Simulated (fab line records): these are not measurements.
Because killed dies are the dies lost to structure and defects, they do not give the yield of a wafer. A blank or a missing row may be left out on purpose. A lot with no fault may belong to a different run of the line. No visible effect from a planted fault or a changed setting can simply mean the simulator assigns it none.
fab line records	flow gf180mcu
[record] lots = 5	wafers = 15	lastDay = 33
route steps=602 shown DNWELL@35 NWELL@42 LVPWELL@54 MVSD@66 MVPSD@78
lots with no fault: from the same line, run without faults
startH: hours from the record's opening day to when the first of the lot's shown wafers began	waitH: hours from the lot's prior step to this one	" unchanged from the row above	L1.1+2: a row that stands for several wafers	- either no value or no given start	* or withheld: withheld	< > ~ a bound
route shown NAME@n: a module of which the file shows steps, and the number in the route of the first	usual: the fault-free wafers' mean and standard deviation	same: alike in all rows	chamber/n: place in a boat	sites: each site's reading	_std_site: their standard deviation	_edge_site: outer sites' mean less inner sites'	radiusMm: how far each site lies from the wafer's centre	mask NAME#n: copy n	behind: the last tool/chamber to shape the wafer	hold: reason for holding the lot/hours on hold/outcome of the hold	device: the n, p or np transistor that did not switch	end of line: the same wafers' tests at the end of the route	a step with no rows: only its recipe	killed: count of dies lost to structure and defects at first sort (not the wafer's yield)	map: dies across one wafer; x = killed, . = not, _ = none there
set.NAME: the setting the step ran with; set.NAME@STEP: the setting that earlier step ran with	model.NAME: the simulator's own value behind a step, which no gauge read
a table for each step, a row for each wafer; lots at some steps of the route
services: from which hour (startH, from the record's first day; less than 0 if before it) a tool's chamber was out of use, for how many hours, and why
[[steps]]
[step GF_DNWELL_SOFTBAKE_03]
[recipe] tempC = 110	timeS = withheld
lot.wafer	tool	chamber	startH	waitH
L077.1+2+6	lithoTrack-03	0	52.41	0.1
L081.1+3+6	lithoTrack-01	0	73.93	0.1
L083.4+5+6	lithoTrack-01	0	83.93	0.1
L091.1+2+3	lithoTrack-04	0	125.74	0.1
L092.1+3+4	lithoTrack-03	0	129.16	0.1
[step GF_DNWELL_EXPOSE_04]
[recipe] maskId = DNWELL	targetCdNm = 1700	na = 0.6	sourceShape = conventional	sigmaOuter = 0.6	doseMj = 260
[same] na = 0.6
lot.wafer	tool	chamber	startH	waitH	mask
L077.1+2+6	ilineStepper-02	0	-	-	DNWELL#0
L081.1+3+6	ilineStepper-02	0	-	-	DNWELL#0
L083.4+5+6	ilineStepper-01	0	-	-	DNWELL#0
L091.1+2+3	ilineStepper-01	0	-	-	DNWELL#0
L092.1+3+4	ilineStepper-02	0	-	-	DNWELL#0
[step GF_DNWELL_PEB_05]
[recipe] tempC = 115	timeS = withheld
lot.wafer	tool	chamber	startH	waitH
L077.1+2+6	lithoTrack-04	0	-	-
L081.1+3+6	lithoTrack-03	0	-	-
L083.4+5+6	lithoTrack-04	0	-	-
L091.1+2+3	lithoTrack-03	0	-	-
L092.1+3+4	lithoTrack-01	0	-	-
[step GF_DNWELL_DEVELOP_06]
[recipe] wallAngleDeg = 90	developTimeS = 60	devTempC = 23
lot.wafer	tool	chamber	startH	waitH
L077.1+2+6	lithoTrack-04	0	-	-
L081.1+3+6	lithoTrack-03	0	-	-
L083.4+5+6	lithoTrack-04	0	-	-
L091.1+2+3	lithoTrack-03	0	-	-
L092.1+3+4	lithoTrack-01	0	-	-
[step GF_DNWELL_IMPLANT_07]
[recipe] species = P	energyKev = 1500	doseCm2 = 1e+13	tiltDeg = 0
[same] implantIonAmu = 31
lot.wafer	tool	chamber	startH	waitH
L077.1+2+6	implanter-04	0	59.19	-
L081.1+3+6	implanter-04	0	80.36	-
L083.4+5+6	implanter-02	0	90.32	-
L091.1+2+3	implanter-01	0	133.46	-
L092.1+3+4	implanter-02	0	136.73	-
[step GF_DNWELL_STRIP_08]
[recipe] chemistry = O2/N2	powerW = 1400	pressureMtorr = 1500	platenTempC = 250	o2FlowSccm = 3000	n2FlowSccm = 300	overashFraction = 0.5
[usual] drypumpMotorCurrentA = 5.7/0.66	heaterPowerW = 335/33	oesProductAu = 0.722/0.0043	stripTimeToEndpointS = 36.92/0.091
lot.wafer	tool	chamber	startH	waitH	drypumpMotorCurrentA	heaterPowerW	oesProductAu	rfHoursCounterH	stripTimeToEndpointS
L077.1	plasmaAsher-04	0	59.34	0.1	5.8	335	0.728	25	37.04
L077.2	"	1	"	"	6.6	357	0.722	25	36.96
L077.6	"	0	"	"	5.7	335	0.715	-	37.04
L081.1	plasmaAsher-02	0	80.51	0.1	4.9	309	0.725	41	36.89
L081.3	"	1	"	"	6.8	287	0.724	-	36.87
L081.6	"	0	"	"	4.9	317	0.715	-	36.83
L083.4	plasmaAsher-02	0	90.46	0.1	4.9	323	0.708	-	36.86
L083.5	"	0	"	"	5.0	315	0.725	-	36.84
L083.6	"	1	"	"	6.8	289	0.723	-	36.94
L091.1	plasmaAsher-02	1	133.61	0.1	6.8	274	0.720	2	36.97
L091.2	"	0	"	"	4.9	309	0.718	2	37.00
L091.3	"	0	"	"	4.9	314	0.721	-	36.98
L092.1	plasmaAsher-01	1	136.88	0.1	5.3	381	0.720	52	36.92
L092.3	"	1	"	"	5.3	385	0.721	-	36.87
L092.4	"	0	"	"	5.3	323	0.724	-	36.90
[step GF_DNWELL_TW_MEAS_09]
[usual] DNWELL_TW = 1336/15
lot.wafer	tool	chamber	startH	waitH	DNWELL_TW
L077.1	filmMetro-04	-	59.44	0.1	1314
L077.2	"	-	"	"	1315
L077.6	"	-	"	"	1318
L081.1	filmMetro-01	-	80.61	0.1	1349
L081.3	"	-	"	"	1350
L081.6	"	-	"	"	1350
L083.4	filmMetro-04	-	90.55	0.1	1325
L083.5	"	-	"	"	1330
L083.6	"	-	"	"	1325
L091.1	filmMetro-01	-	133.71	0.1	1340
L091.2	"	-	"	"	1344
L091.3	"	-	"	"	1341
L092.1	filmMetro-01	-	136.98	0.1	1336
L092.3	"	-	"	"	1336
L092.4	"	-	"	"	1334
[step GF_NWELL_DEHYDRATE_00]
[recipe] tempC = 200	timeS = 60
[same] timeS = 60
lot.wafer	tool	chamber	startH	waitH
L077.1+2+6	lithoTrack-02	0	65.34	5.9
L081.1+3+6	lithoTrack-04	0	86.44	5.8
L083.4+5+6	lithoTrack-01	0	96.75	6.2
L091.1+2+3	lithoTrack-01	0	141.03	7.3
L092.1+3+4	lithoTrack-02	0	144.49	7.5
[step GF_NWELL_HMDS_01]
[recipe] primeTimeS = 60	primeTempC = 120
lot.wafer	tool	chamber	startH	waitH
L077.1+2+6	lithoTrack-02	0	65.49	0.1
L081.1+3+6	lithoTrack-04	0	86.59	0.1
L083.4+5+6	lithoTrack-01	0	96.90	0.1
L091.1+2+3	lithoTrack-01	0	141.18	0.1
L092.1+3+4	lithoTrack-02	0	144.64	0.1
[step GF_NWELL_COAT_02]
[recipe] spinRpm = 2000	resistThkNm = 3000
lot.wafer	tool	chamber	startH	waitH
L077.1+2+6	lithoTrack-02	0	65.64	0.1
L081.1+3+6	lithoTrack-04	0	86.74	0.1
L083.4+5+6	lithoTrack-01	0	97.05	0.1
L091.1+2+3	lithoTrack-01	0	141.33	0.1
L092.1+3+4	lithoTrack-02	0	144.79	0.1
[step GF_NWELL_SOFTBAKE_03]
[recipe] tempC = 110	timeS = withheld
lot.wafer	tool	chamber	startH	waitH
L077.1+2+6	lithoTrack-02	0	65.79	0.1
L081.1+3+6	lithoTrack-04	0	86.89	0.1
L083.4+5+6	lithoTrack-01	0	97.23	0.1
L091.1+2+3	lithoTrack-01	0	141.48	0.1
L092.1+3+4	lithoTrack-02	0	144.94	0.1
[step GF_NWELL_EXPOSE_04]
[recipe] maskId = Nwell	targetCdNm = 860	na = 0.6	sourceShape = conventional	sigmaOuter = 0.6	doseMj = 260
[same] na = 0.6
lot.wafer	tool	chamber	startH	waitH	mask
L077.1+2+6	ilineStepper-01	0	-	-	Nwell#0
L081.1+3+6	ilineStepper-01	0	-	-	Nwell#0
L083.4+5+6	ilineStepper-01	0	-	-	Nwell#0
L091.1+2+3	ilineStepper-02	0	-	-	Nwell#0
L092.1+3+4	ilineStepper-02	0	-	-	Nwell#0
[step GF_NWELL_PEB_05]
[recipe] tempC = 115	timeS = withheld
lot.wafer	tool	chamber	startH	waitH
L077.1+2+6	lithoTrack-02	0	-	-
L081.1+3+6	lithoTrack-01	0	-	-
L083.4+5+6	lithoTrack-02	0	-	-
L091.1+2+3	lithoTrack-01	0	-	-
L092.1+3+4	lithoTrack-04	0	-	-
[step GF_NWELL_DEVELOP_06]
[recipe] wallAngleDeg = 90	developTimeS = 60	devTempC = 23
lot.wafer	tool	chamber	startH	waitH
L077.1+2+6	lithoTrack-02	0	-	-
L081.1+3+6	lithoTrack-01	0	-	-
L083.4+5+6	lithoTrack-02	0	-	-
L091.1+2+3	lithoTrack-01	0	-	-
L092.1+3+4	lithoTrack-04	0	-	-
[step GF_NWELL_OVL_MEAS_07]
[usual] NWELL_OVL = -0.8/1.3
lot.wafer	tool	chamber	startH	waitH	NWELL_OVL[nm]
L077.1	overlay-02	-	72.49	-	-1.8
L077.2	"	-	"	"	-0.7
L077.6	"	-	"	"	-0.4
L081.1	overlay-02	-	93.83	-	-4.4
L081.3	"	-	"	"	-4.7
L081.6	"	-	"	"	-4.4
L083.4	overlay-01	-	104.31	-	-1.1
L083.5	"	-	"	"	-0.8
L083.6	"	-	"	"	-2.1
L091.1	overlay-02	-	149.13	-	0.2
L091.2	"	-	"	"	0.3
L091.3	"	-	"	"	0.6
L092.1	overlay-01	-	152.74	-	-0.9
L092.3	"	-	"	"	0.1
L092.4	"	-	"	"	-1.5
[step GF_NWELL_IMPLANT_08]
[recipe] species = P	energyKev = 450	doseCm2 = 1.5e+13	tiltDeg = 0
[same] implantIonAmu = 31
lot.wafer	tool	chamber	startH	waitH
L077.1+2+6	implanter-04	0	72.52	0.0
L081.1+3+6	implanter-02	0	93.86	0.0
L083.4+5+6	implanter-03	0	104.40	0.1
L091.1+2+3	implanter-04	0	149.16	0.0
L092.1+3+4	implanter-03	0	152.78	0.0
[step GF_NWELL_IMPLANT_09]
[recipe] species = P	energyKev = 160	doseCm2 = 4e+12	tiltDeg = 0
[same] implantIonAmu = 31
lot.wafer	tool	chamber	startH	waitH
L077.1+2+6	implanter-04	0	72.67	0.1
L081.1+3+6	implanter-02	0	94.01	0.1
L083.4+5+6	implanter-03	0	104.55	0.1
L091.1+2+3	implanter-04	0	149.31	0.1
L092.1+3+4	implanter-03	0	152.93	0.1
[step GF_NWELL_STRIP_10]
[recipe] chemistry = O2/N2	powerW = 1400	pressureMtorr = 1500	platenTempC = 250	o2FlowSccm = 3000	n2FlowSccm = 300	overashFraction = 0.5
[usual] drypumpMotorCurrentA = 5.5/0.49	heaterPowerW = 351/22	oesProductAu = 0.722/0.0048	stripTimeToEndpointS = 36.94/0.096
lot.wafer	tool	chamber	startH	waitH	drypumpMotorCurrentA	heaterPowerW	oesProductAu	rfHoursCounterH	stripTimeToEndpointS
L077.1	plasmaAsher-03	0	72.82	0.1	5.2	332	0.732	41	36.95
L077.2	"	1	"	"	5.2	368	0.718	41	36.88
L077.6	"	1	"	"	5.2	366	0.711	-	36.92
L081.1	plasmaAsher-03	1	94.16	0.1	5.2	360	0.721	43	36.96
L081.3	"	1	"	"	5.2	380	0.729	-	36.84
L081.6	"	1	"	"	5.2	365	0.721	-	36.91
L083.4	plasmaAsher-04	0	104.66	0.1	5.8	338	0.722	-	36.80
L083.5	"	1	"	"	6.6	360	0.725	-	36.91
L083.6	"	0	"	"	5.8	332	0.721	-	36.84
L091.1	plasmaAsher-03	0	149.46	0.1	5.2	331	0.721	49	36.90
L091.2	"	1	"	"	5.2	372	0.727	49	36.99
L091.3	"	0	"	"	5.2	330	0.713	-	36.92
L092.1	plasmaAsher-01	1	153.08	0.1	5.3	382	0.722	53	36.81
L092.3	"	0	"	"	5.3	323	0.728	-	36.77
L092.4	"	1	"	"	5.3	395	0.724	-	36.83
[step GF_NWELL_TW_MEAS_11]
[usual] NWELL_TW = 1578/11
lot.wafer	tool	chamber	startH	waitH	NWELL_TW
L077.1	filmMetro-02	-	72.92	0.1	1576
L077.2	"	-	"	"	1585
L077.6	"	-	"	"	1576
L081.1	filmMetro-03	-	94.26	0.1	1588
L081.3	"	-	"	"	1575
L081.6	"	-	"	"	1590
L083.4	filmMetro-01	-	104.75	0.1	1555
L083.5	"	-	"	"	1564
L083.6	"	-	"	"	1574
L091.1	filmMetro-02	-	149.56	0.1	1577
L091.2	"	-	"	"	1584
L091.3	"	-	"	"	1578
L092.1	filmMetro-03	-	153.18	0.1	1594
L092.3	"	-	"	"	1594
L092.4	"	-	"	"	1588
[step GF_LVPWELL_DEHYDRATE_00]
[recipe] tempC = 200	timeS = 60
[same] timeS = 60
lot.wafer	tool	chamber	startH	waitH
L077.1+2+6	lithoTrack-04	0	79.04	6.1
L081.1+3+6	lithoTrack-03	0	100.96	6.7
L083.4+5+6	lithoTrack-04	0	110.92	6.2
L091.1+2+3	lithoTrack-03	0	156.86	7.3
L092.1+3+4	lithoTrack-04	0	160.49	7.3
[step GF_LVPWELL_HMDS_01]
[recipe] primeTimeS = 60	primeTempC = 120
lot.wafer	tool	chamber	startH	waitH
L077.1+2+6	lithoTrack-04	0	79.19	0.1
L081.1+3+6	lithoTrack-03	0	101.11	0.1
L083.4+5+6	lithoTrack-04	0	111.07	0.1
L091.1+2+3	lithoTrack-03	0	157.01	0.1
L092.1+3+4	lithoTrack-04	0	160.64	0.1
[step GF_LVPWELL_COAT_02]
[recipe] spinRpm = 2000	resistThkNm = 3000
lot.wafer	tool	chamber	startH	waitH
L077.1+2+6	lithoTrack-04	0	79.34	0.1
L081.1+3+6	lithoTrack-03	0	101.26	0.1
L083.4+5+6	lithoTrack-04	0	111.22	0.1
L091.1+2+3	lithoTrack-03	0	157.16	0.1
L092.1+3+4	lithoTrack-04	0	160.79	0.1
[step GF_LVPWELL_SOFTBAKE_03]
[recipe] tempC = 110	timeS = withheld
lot.wafer	tool	chamber	startH	waitH
L077.1+2+6	lithoTrack-04	0	79.49	0.1
L081.1+3+6	lithoTrack-03	0	101.41	0.1
L083.4+5+6	lithoTrack-04	0	111.39	0.1
L091.1+2+3	lithoTrack-03	0	157.31	0.1
L092.1+3+4	lithoTrack-04	0	160.94	0.1
[step GF_LVPWELL_EXPOSE_04]
[recipe] maskId = LVPWELL	targetCdNm = 600	na = 0.6	sourceShape = conventional	sigmaOuter = 0.6	doseMj = 260
[same] na = 0.6
lot.wafer	tool	chamber	startH	waitH	mask
L077.1+2+6	ilineStepper-02	0	-	-	LVPWELL#0
L081.1+3+6	ilineStepper-01	0	-	-	LVPWELL#0
L083.4+5+6	ilineStepper-01	0	-	-	LVPWELL#0
L091.1+2+3	ilineStepper-01	0	-	-	LVPWELL#0
L092.1+3+4	ilineStepper-01	0	-	-	LVPWELL#0
[step GF_LVPWELL_PEB_05]
[recipe] tempC = 115	timeS = withheld
lot.wafer	tool	chamber	startH	waitH
L077.1+2+6	lithoTrack-02	0	-	-
L081.1+3+6	lithoTrack-02	0	-	-
L083.4+5+6	lithoTrack-04	0	-	-
L091.1+2+3	lithoTrack-03	0	-	-
L092.1+3+4	lithoTrack-03	0	-	-
[step GF_LVPWELL_DEVELOP_06]
[recipe] wallAngleDeg = 90	developTimeS = 60	devTempC = 23
lot.wafer	tool	chamber	startH	waitH
L077.1+2+6	lithoTrack-02	0	-	-
L081.1+3+6	lithoTrack-02	0	-	-
L083.4+5+6	lithoTrack-04	0	-	-
L091.1+2+3	lithoTrack-03	0	-	-
L092.1+3+4	lithoTrack-03	0	-	-
[step GF_LVPWELL_OVL_MEAS_07]
[usual] LVPWELL_OVL = -0.4/1.1
lot.wafer	tool	chamber	startH	waitH	LVPWELL_OVL[nm]
L077.1	overlay-01	-	86.09	-	0.8
L077.2	"	-	"	"	-1.4
L077.6	"	-	"	"	-0.3
L081.1	overlay-01	-	108.74	-	-2.2
L081.3	"	-	"	"	-0.5
L081.6	"	-	"	"	-2.4
L083.4	overlay-02	-	118.81	-	0.0
L083.5	"	-	"	"	-0.9
L083.6	"	-	"	"	0.9
L091.1	overlay-01	-	165.16	-	-1.2
L091.2	"	-	"	"	-2.3
L091.3	"	-	"	"	-1.0
L092.1	overlay-01	-	169.56	-	-0.4
L092.3	"	-	"	"	0.6
L092.4	"	-	"	"	-1.3
[step GF_LVPWELL_IMPLANT_08]
[recipe] species = B	energyKev = 170	doseCm2 = 1.5e+13	tiltDeg = 0
[same] implantIonAmu = 11
lot.wafer	tool	chamber	startH	waitH
L077.1+2+6	implanter-03	0	86.12	0.0
L081.1+3+6	implanter-03	0	108.77	0.0
L083.4+5+6	implanter-02	0	118.90	0.1
L091.1+2+3	implanter-01	0	165.19	0.0
L092.1+3+4	implanter-01	0	169.59	0.0
[step GF_LVPWELL_IMPLANT_09]
[recipe] species = B	energyKev = 60	doseCm2 = 5e+12	tiltDeg = 0
[same] implantIonAmu = 11
lot.wafer	tool	chamber	startH	waitH
L077.1+2+6	implanter-03	0	86.27	0.1
L081.1+3+6	implanter-03	0	108.92	0.1
L083.4+5+6	implanter-02	0	119.05	0.1
L091.1+2+3	implanter-01	0	165.34	0.1
L092.1+3+4	implanter-01	0	169.74	0.1
[step GF_LVPWELL_STRIP_10]
[recipe] chemistry = O2/N2	powerW = 1400	pressureMtorr = 1500	platenTempC = 250	o2FlowSccm = 3000	n2FlowSccm = 300	overashFraction = 0.5
[usual] drypumpMotorCurrentA = 5.7/0.64	heaterPowerW = 341/24	oesProductAu = 0.723/0.0044	stripTimeToEndpointS = 36.93/0.1
lot.wafer	tool	chamber	startH	waitH	drypumpMotorCurrentA	heaterPowerW	oesProductAu	rfHoursCounterH	stripTimeToEndpointS
L077.1	plasmaAsher-02	0	86.42	0.1	4.9	314	0.727	42	36.92
L077.2	"	1	"	"	6.8	290	0.727	42	37.14
L077.6	"	0	"	"	4.9	309	0.715	-	37.03
L081.1	plasmaAsher-03	0	109.07	0.1	5.2	325	0.729	45	36.88
L081.3	"	0	"	"	5.2	332	0.714	-	36.79
L081.6	"	0	"	"	5.2	330	0.724	-	36.79
L083.4	plasmaAsher-03	1	119.16	0.1	5.2	376	0.722	-	36.99
L083.5	"	0	"	"	5.2	326	0.725	-	37.03
L083.6	"	1	"	"	5.2	364	0.721	-	36.84
L091.1	plasmaAsher-03	0	165.49	0.1	5.2	336	0.723	50	36.98
L091.2	"	1	"	"	5.2	367	0.723	50	37.02
L091.3	"	0	"	"	5.2	327	0.728	-	36.99
L092.1	plasmaAsher-04	1	169.89	0.1	6.6	353	0.721	37	36.98
L092.3	"	1	"	"	6.6	354	0.722	-	36.88
L092.4	"	0	"	"	5.7	339	0.722	-	36.99
[step GF_LVPWELL_TW_MEAS_11]
[usual] LVPWELL_TW = 560/4
lot.wafer	tool	chamber	startH	waitH	LVPWELL_TW
L077.1	filmMetro-01	-	86.52	0.1	556
L077.2	"	-	"	"	560
L077.6	"	-	"	"	555
L081.1	filmMetro-02	-	109.17	0.1	562
L081.3	"	-	"	"	563
L081.6	"	-	"	"	558
L083.4	filmMetro-02	-	119.26	0.1	559
L083.5	"	-	"	"	560
L083.6	"	-	"	"	561
L091.1	filmMetro-01	-	165.59	0.1	560
L091.2	"	-	"	"	558
L091.3	"	-	"	"	562
L092.1	filmMetro-01	-	170.01	0.1	559
L092.3	"	-	"	"	558
L092.4	"	-	"	"	558
[step GF_MVSD_DEHYDRATE_00]
[recipe] tempC = 200	timeS = 60
[same] timeS = 60
lot.wafer	tool	chamber	startH	waitH
L077.1+2+6	lithoTrack-01	0	92.83	6.3
L081.1+3+6	lithoTrack-02	0	115.74	6.6
L083.4+5+6	lithoTrack-03	0	125.73	6.5
L091.1+2+3	lithoTrack-02	0	173.24	7.6
L092.1+3+4	lithoTrack-01	0	177.43	7.4
[step GF_MVSD_HMDS_01]
[recipe] primeTimeS = 60	primeTempC = 120
lot.wafer	tool	chamber	startH	waitH
L077.1+2+6	lithoTrack-01	0	92.98	0.1
L081.1+3+6	lithoTrack-02	0	115.89	0.1
L083.4+5+6	lithoTrack-03	0	125.88	0.1
L091.1+2+3	lithoTrack-02	0	173.39	0.1
L092.1+3+4	lithoTrack-01	0	177.58	0.1
[step GF_MVSD_COAT_02]
[recipe] spinRpm = 2000	resistThkNm = 3000
lot.wafer	tool	chamber	startH	waitH
L077.1+2+6	lithoTrack-01	0	93.13	0.1
L081.1+3+6	lithoTrack-02	0	116.04	0.1
L083.4+5+6	lithoTrack-03	0	126.03	0.1
L091.1+2+3	lithoTrack-02	0	173.54	0.1
L092.1+3+4	lithoTrack-01	0	177.73	0.1
[step GF_MVSD_SOFTBAKE_03]
[recipe] tempC = 110	timeS = withheld
lot.wafer	tool	chamber	startH	waitH
L077.1+2+6	lithoTrack-01	0	93.28	0.1
L081.1+3+6	lithoTrack-02	0	116.19	0.1
L083.4+5+6	lithoTrack-03	0	126.21	0.1
L091.1+2+3	lithoTrack-02	0	173.69	0.1
L092.1+3+4	lithoTrack-01	0	177.88	0.1
[step GF_MVSD_EXPOSE_04]
[recipe] maskId = MVSD	targetCdNm = 1000	na = 0.6	sourceShape = conventional	sigmaOuter = 0.6	doseMj = 260
[same] na = 0.6
lot.wafer	tool	chamber	startH	waitH	mask
L077.1+2+6	ilineStepper-01	0	-	-	MVSD#0
L081.1+3+6	ilineStepper-02	0	-	-	MVSD#0
L083.4+5+6	ilineStepper-02	0	-	-	MVSD#0
L091.1+2+3	ilineStepper-02	0	-	-	MVSD#0
L092.1+3+4	ilineStepper-02	0	-	-	MVSD#0
[step GF_MVSD_PEB_05]
[recipe] tempC = 115	timeS = withheld
lot.wafer	tool	chamber	startH	waitH
L077.1+2+6	lithoTrack-01	0	-	-
L081.1+3+6	lithoTrack-03	0	-	-
L083.4+5+6	lithoTrack-01	0	-	-
L091.1+2+3	lithoTrack-03	0	-	-
L092.1+3+4	lithoTrack-03	0	-	-
[step GF_MVSD_DEVELOP_06]
[recipe] wallAngleDeg = 90	developTimeS = 60	devTempC = 23
lot.wafer	tool	chamber	startH	waitH
L077.1+2+6	lithoTrack-01	0	-	-
L081.1+3+6	lithoTrack-03	0	-	-
L083.4+5+6	lithoTrack-01	0	-	-
L091.1+2+3	lithoTrack-03	0	-	-
L092.1+3+4	lithoTrack-03	0	-	-
[step GF_MVSD_OVL_MEAS_07]
[usual] MVSD_OVL = 0.3/1.6
lot.wafer	tool	chamber	startH	waitH	MVSD_OVL[nm]
L077.1	overlay-02	-	100.78	-	1.3
L077.2	"	-	"	"	0.4
L077.6	"	-	"	"	1.4
L081.1	overlay-02	-	123.56	-	2.6
L081.3	"	-	"	"	2.7
L081.6	"	-	"	"	0.2
L083.4	overlay-01	-	134.15	-	-1.2
L083.5	"	-	"	"	0.3
L083.6	"	-	"	"	0.6
L091.1	overlay-02	-	182.11	-	-1.2
L091.2	"	-	"	"	-0.5
L091.3	"	-	"	"	0.9
L092.1	overlay-01	-	185.86	-	-0.9
L092.3	"	-	"	"	-1.9
L092.4	"	-	"	"	-1.5
[step GF_MVSD_IMPLANT_08]
[recipe] species = P	energyKev = 404.6	doseCm2 = 1.6e+13	tiltDeg = 0
[same] implantIonAmu = 31
lot.wafer	tool	chamber	startH	waitH
L077.1+2+6	implanter-03	0	100.81	0.0
L081.1+3+6	implanter-03	0	123.59	0.0
L083.4+5+6	implanter-03	0	134.24	0.1
L091.1+2+3	implanter-04	0	182.14	0.0
L092.1+3+4	implanter-01	0	185.89	0.0
[step GF_MVSD_IMPLANT_09]
[recipe] species = P	energyKev = 100	doseCm2 = 5e+12	tiltDeg = 0
[same] implantIonAmu = 31
lot.wafer	tool	chamber	startH	waitH
L077.1+2+6	implanter-03	0	100.96	0.1
L081.1+3+6	implanter-03	0	123.74	0.1
L083.4+5+6	implanter-03	0	134.39	0.1
L091.1+2+3	implanter-04	0	182.29	0.1
L092.1+3+4	implanter-01	0	186.04	0.1
[step GF_MVSD_STRIP_10]
[recipe] chemistry = O2/N2	powerW = 1400	pressureMtorr = 1500	platenTempC = 250	o2FlowSccm = 3000	n2FlowSccm = 300	overashFraction = 0.5
[usual] drypumpMotorCurrentA = 5.5/0.6	heaterPowerW = 336/36	oesProductAu = 0.722/0.0047	stripTimeToEndpointS = 36.95/0.087
lot.wafer	tool	chamber	startH	waitH	drypumpMotorCurrentA	heaterPowerW	oesProductAu	rfHoursCounterH	stripTimeToEndpointS
L077.1	plasmaAsher-02	1	101.11	0.1	6.8	290	0.722	43	37.06
L077.2	"	0	"	"	4.9	315	0.727	43	37.13
L077.6	"	0	"	"	4.9	309	0.727	-	37.09
L081.1	plasmaAsher-03	0	123.89	0.1	5.2	334	0.723	46	36.99
L081.3	"	0	"	"	5.2	330	0.723	-	37.03
L081.6	"	1	"	"	5.2	359	0.718	-	36.91
L083.4	plasmaAsher-03	1	134.50	0.1	5.2	377	0.731	-	36.76
L083.5	"	1	"	"	5.2	374	0.723	-	36.76
L083.6	"	0	"	"	5.2	329	0.712	-	36.88
L091.1	plasmaAsher-01	0	182.44	0.1	5.3	327	0.720	56	36.87
L091.2	"	1	"	"	5.4	382	0.723	56	36.85
L091.3	"	1	"	"	5.3	396	0.721	-	36.99
L092.1	plasmaAsher-02	1	186.19	0.1	6.8	289	0.723	7	36.98
L092.3	"	1	"	"	6.8	286	0.719	-	36.95
L092.4	"	0	"	"	4.9	311	0.719	-	36.91
[step GF_MVSD_TW_MEAS_11]
[usual] MVSD_TW = 1587/15
lot.wafer	tool	chamber	startH	waitH	MVSD_TW
L077.1	filmMetro-01	-	101.21	0.1	1580
L077.2	"	-	"	"	1576
L077.6	"	-	"	"	1577
L081.1	filmMetro-02	-	123.99	0.1	1592
L081.3	"	-	"	"	1585
L081.6	"	-	"	"	1586
L083.4	filmMetro-02	-	134.59	0.1	1593
L083.5	"	-	"	"	1595
L083.6	"	-	"	"	1592
L091.1	filmMetro-03	-	182.54	0.1	1610
L091.2	"	-	"	"	1620
L091.3	"	-	"	"	1611
L092.1	filmMetro-03	-	186.29	0.1	1604
L092.3	"	-	"	"	1603
L092.4	"	-	"	"	1603
[step GF_MVPSD_DEHYDRATE_00]
[recipe] tempC = 200	timeS = 60
[same] timeS = 60
lot.wafer	tool	chamber	startH	waitH
L077.1+2+6	lithoTrack-01	0	108.13	6.9
L081.1+3+6	lithoTrack-01	0	131.43	7.4
L083.4+5+6	lithoTrack-03	0	141.73	7.1
L091.1+2+3	lithoTrack-03	0	190.31	7.8
L092.1+3+4	lithoTrack-03	0	194.06	7.8
[step GF_MVPSD_HMDS_01]
[recipe] primeTimeS = 60	primeTempC = 120
lot.wafer	tool	chamber	startH	waitH
L077.1+2+6	lithoTrack-01	0	108.28	0.1
L081.1+3+6	lithoTrack-01	0	131.58	0.1
L083.4+5+6	lithoTrack-03	0	141.88	0.1
L091.1+2+3	lithoTrack-03	0	190.46	0.1
L092.1+3+4	lithoTrack-03	0	194.21	0.1
[step GF_MVPSD_COAT_02]
[recipe] spinRpm = 2000	resistThkNm = 3000
lot.wafer	tool	chamber	startH	waitH
L077.1+2+6	lithoTrack-01	0	108.43	0.1
L081.1+3+6	lithoTrack-01	0	131.73	0.1
L083.4+5+6	lithoTrack-03	0	142.03	0.1
L091.1+2+3	lithoTrack-03	0	190.61	0.1
L092.1+3+4	lithoTrack-03	0	194.36	0.1
[step GF_MVPSD_SOFTBAKE_03]
[recipe] tempC = 110	timeS = withheld
lot.wafer	tool	chamber	startH	waitH
L077.1+2+6	lithoTrack-01	0	108.58	0.1
L081.1+3+6	lithoTrack-01	0	131.88	0.1
L083.4+5+6	lithoTrack-03	0	142.21	0.1
L091.1+2+3	lithoTrack-03	0	190.76	0.1
L092.1+3+4	lithoTrack-03	0	194.51	0.1
[step GF_MVPSD_EXPOSE_04]
[recipe] maskId = MVPSD	targetCdNm = 1000	na = 0.6	sourceShape = conventional	sigmaOuter = 0.6	doseMj = 260
[same] na = 0.6
lot.wafer	tool	chamber	startH	waitH	mask
L077.1+2+6	ilineStepper-02	0	-	-	MVPSD#0
L081.1+3+6	ilineStepper-02	0	-	-	MVPSD#0
L083.4+5+6	ilineStepper-02	0	-	-	MVPSD#0
L091.1+2+3	ilineStepper-02	0	-	-	MVPSD#0
L092.1+3+4	ilineStepper-01	0	-	-	MVPSD#0
[[services]]
tool	chamber	startH	hours	kind
ilineStepper-02	-	36.02	8.9	pm
implanter-04	-	46.99	8.2	repair
ilineStepper-01	-	51.27	4.5	repair
implanter-04	-	52.28	1.3	repair
implanter-03	-	55.47	1.2	repair
plasmaAsher-03	-	78.46	0.6	repair
plasmaAsher-02	-	85.59	0.7	repair
plasmaAsher-04	-	88.27	2.4	repair
plasmaAsher-01	-	89.84	1.8	repair
plasmaAsher-03	-	90.48	2.1	repair
implanter-01	-	98.36	11.3	repair
implanter-04	-	99.08	19.3	pm
plasmaAsher-02	-	108.75	9.0	pm
plasmaAsher-02	0	108.75	9.0	ventCycle
plasmaAsher-02	1	108.75	9.0	ventCycle
plasmaAsher-02	0	117.75	-	clean
plasmaAsher-02	1	117.75	-	clean
ilineStepper-01	-	136.06	7.0	repair
ilineStepper-02	-	155.95	1.7	pm
implanter-04	-	161.74	2.3	repair
ilineStepper-01	-	165.51	1.7	pm
ilineStepper-02	-	167.26	2.1	pm
ilineStepper-02	-	169.35	-	consumableReplace:lamp
implanter-01	-	191.83	5.2	pm
[[key]]
fault none
